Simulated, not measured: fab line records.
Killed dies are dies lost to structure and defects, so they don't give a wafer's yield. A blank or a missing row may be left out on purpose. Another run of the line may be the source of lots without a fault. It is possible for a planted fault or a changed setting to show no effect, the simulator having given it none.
Comparing a struck lot with a sound one || flow gf180mcu || 17 out of 602 route steps
Sound: these wafers, L903.2, L903.3, L903.4. Struck: wafers L909.3, L909.5 (left out: L909.6, a lot-mate that was not struck); the cause follows at the end.
Per side, at each step with rows, come the tool, then ch with its chambers, and then its first start. Under that, the readings that differ: sound wafers || struck wafers || difference of the means || sigmas: that difference in standard deviations of wafers without a fault.
alike: a reading whose means differ by less than 2 such deviations, as well as words and numbers matching on both sides. not compared: withheld readings; readings where some wafer has no value; bounds like >300 that might hide an equal value; numbers whose values overlap and for which the record gives no deviation.
The two part at a step that has a row with sigmas, a row that says differs or no value, or rows on one side only. Numbers that have no deviation but don't overlap get no sigmas and don't part them. A reading missing from all wafers of one side parts the sides only when that side holds two or more wafers.

first, 3 steps without rows for these wafers: GF_V1_EXPOSE_11 (exposes mask Via1, target cd 260 nm); GF_V1_PEB_12 (peb time 90 s); GF_V1_DEVELOP_13 (develop time 60 s).
GF_V1_CD_MEAS_14 targets a cd of 260 nm.
  struck on cd sem-02, day 23 04:18; sound on cd sem-02, day 21 11:25
  alike: cd nm
GF_V1_OVL_MEAS_15:
  struck on overlay-02, day 23 04:23; sound on overlay-01, day 21 11:32
  alike: V1_OVL
GF_V1_ETCH_16: etches BARC in N2/H2.
  sound on rie diel-01 ch 0,1,2, day 21 11:34; struck on rie diel-01 ch 1,3, day 23 04:25
  alike: drypump motor current A, n2 flow sccm, oes product au, throttle valve pct
GF_V1_ETCH_17: etches SiO2 in C4F8/O2/Ar, stops on TiN, target depth 630 nm.
  sound: rie diel-01 ch 0,1,2; struck: rie diel-01 ch 1,3
  alike: oes product au
then, 3 steps without rows for these wafers: GF_V1_STRIP_18 (strips in O2/N2); GF_V1_STRIP_19 (strips in post etch residue remover, time 1200 s); GF_V1_CLEAN_20 (cleans in DIW).
GF_V1_SPUTTER_21: material Ti, target thk 15 nm, time 80.02 s.
  struck on pvd sputter-04, day 23 05:05; sound on pvd sputter-04, day 21 12:16
  alike: throttle valve pct
GF_V1_SPUTTER_22: material TiN, target thk 10 nm, time 40 s.
  struck on pvd sputter-04, day 23 05:09; sound on pvd sputter-04, day 21 12:19
  alike: throttle valve pct
GF_V1_CVD_23: deposits W, target thk 350 nm, time 105.05 s.
  sound on cvd w-01 ch 0,1, day 21 12:22; struck on cvd w-01 ch 0, day 23 05:14
{"reading": "chamber pressure Torr (Torr)", "sound": "39.91 39.91 39.94", "struck": "44.77 44.77", "difference": "+4.85", "sigmas": "+58"}
{"reading": "model.W_of_V1_CVD_23.thk nm (nm)", "sound": "350.6 348.3 352.8", "struck": "366.4 367.7", "difference": "+16.5", "sigmas": ""}
  alike: heater power w
GF_V1_RS_MEAS_24: uses a four-point probe to measure.
  struck on film metro-02, day 23 05:20; sound on film metro-02, day 21 12:29
{"reading": "V1_W_RS (ohm/sq)", "sound": "0.327 0.329 0.325", "struck": "0.312 0.311", "difference": -0.016, "sigmas": -5}
GF_V1_THK_MEAS_25: measures by xrf.
  struck on film metro-02, day 23 05:26; sound on film metro-02, day 21 12:36
{"reading": "V1_W_THK (nm)", "sound": "348 343 348", "struck": "363 364", "difference": "+17", "sigmas": "+5"}
GF_V1_CMP_26: polishes, stops on SiO2, t overpolish 15 s, target thk 0 nm.
  sound on cmp-01 ch 1,2,3, day 21 12:39; struck on cmp-01 ch 1, day 23 05:32
  alike: motor current A, slurry filter dp kPa
-- the record jumps here: 10 days lie between the struck wafers' starts before and after (it left off in module V1 and takes up again in module PASSIVATION, whose first step shown is number 602 of the route) --
GF_PASSIVATION_PROBE_99:
  record: rows for the struck wafers here (prober-02, day 32 20:13), none for the sound ones

## WHERE THEY PART
Earliest at GF_V1_CVD_23; latest, in this record, at GF_PASSIVATION_PROBE_99.

WHY: whatever the simulator had introduced
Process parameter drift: cvd w-01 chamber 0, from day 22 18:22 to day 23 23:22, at GF_V1_CVD_23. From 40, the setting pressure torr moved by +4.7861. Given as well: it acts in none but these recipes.
